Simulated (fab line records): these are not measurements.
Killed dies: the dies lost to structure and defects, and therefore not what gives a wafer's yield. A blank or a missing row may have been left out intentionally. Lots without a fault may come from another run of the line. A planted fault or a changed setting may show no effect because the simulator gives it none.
Problem report, 8D (eight disciplines) form, completed by code	flow sky130	the parts of the form that need people (team, actions taken, sign-off) are left out

## 1. THE PROBLEM
Mean of killed-at-other at SKY_PAD_OPEN_PROBE_99: 471.0 across 6 wafers in 2 lots; on wafers with no fault it is 0.3 (standard deviation 0.54). So: +99 or more standard deviations from the usual mean.
Earliest sighting: wafer L130.3 on prober-01 at day 46 02:22. The record holds 6 wafers of 2 lots with a number at this step. Rule for "out", or "out of limits": more than 4 standard deviations from the usual mean. All remaining wafers that have a number are taken as sound.

## 2. WHAT THIS IS AND IS NOT
question	is	is not
which readings at this step	killed-at-other, killed-dies, killed-on-rim	killed_at_M4_up
which lots	L130, L133	-
which wafers of those lots	all that have a number	-
read on which tools	prober-01, prober-02	-
when	from day 46 02:22	up to then (0 sound wafers)

## 3. WHAT RULES OUT EACH SUSPECT
Counting: a tool stays on the suspect list if, at a process step up to the reading, it processed all lots that are out and no sound lot following the first of them.
- cvd-w-01 at SKY_VIA3_CVD_21 (deposits W, target thk 390 nm, time 117.31 s): kept. It ran every lot that is out, first L130 (day 40 02:07), and no sound lot after that.
- plasma-asher-01 at SKY_CAP2M_STRIP_14 (strips in O2/N2): kept. It ran every lot that is out, first L130 (day 41 02:33), and no sound lot after that.
Left after counting: cvd-w-01 at SKY_VIA3_CVD_21, plasma-asher-01 at SKY_CAP2M_STRIP_14.

## 4. THE CAUSE (what the simulator had put in)
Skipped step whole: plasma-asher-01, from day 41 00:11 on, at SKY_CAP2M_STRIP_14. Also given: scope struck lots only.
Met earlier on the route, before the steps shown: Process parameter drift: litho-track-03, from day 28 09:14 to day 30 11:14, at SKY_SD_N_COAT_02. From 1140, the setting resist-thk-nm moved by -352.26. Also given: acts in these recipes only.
2 suspects survive the count, and this tool is in that group.

## 5. SEQUENCE OF EFFECTS, ordered by route
Rows list readings where the struck wafers' mean (over those with a number) sits beyond 3 standard deviations from the usual. Only readings for which the record gives a usual standard deviation are gone through. hours: the time from each lot's start at the first step in this table that gives one to its start at this step, as a median over the lots. sigmas: the change in usual standard deviations.
hours	step	reading	usual	on struck wafers	change	sigmas
0	SKY_PAD_OPEN_PROBE_99	killed_at_M0_to_M3	43	9	-34	-4.5
0	SKY_PAD_OPEN_PROBE_99	killed-at-contacts	24	6	-18	-3.4
0	SKY_PAD_OPEN_PROBE_99	killed-at-other	0.3	471.0	+470.7	+99 or more
0	SKY_PAD_OPEN_PROBE_99	killed-dies	84	490	+406	+43
0	SKY_PAD_OPEN_PROBE_99	killed-on-rim	16	96	+80	+24
0	SKY_PAD_OPEN_PROBE_99	killed-open	46	12	-34	-4.8
0	SKY_PAD_OPEN_PROBE_99	killed-short	38	7	-31	-4.7
Here are the process steps it includes:
- SKY_PAD_OPEN_PROBE_99
Readings that are blank on the struck wafers while sound wafers have them: chamber-pressure-mTorr at SKY_CAP2M_STRIP_14; drypump-motor-current-A at SKY_CAP2M_STRIP_14; oes-product-au at SKY_CAP2M_STRIP_14; strip-time-to-endpoint-s at SKY_CAP2M_STRIP_14.

## 6. WHAT WOULD HAVE CAUGHT IT SOONER
In this record no reading fell out of limits until day 46 02:22, 122 hours after the fault had begun at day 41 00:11.
At SKY_CAP2M_STRIP_14 the tool's readings are blank on the struck wafers, where sound wafers have them: an empty tool record is the first sign, and it was there at once.
The start of SKY_CAP2M_STRIP_14 on plasma-asher-01 came by day 46 02:22 for every one of the lots that are out (2). Holding the tool at that point would not have protected any of them.
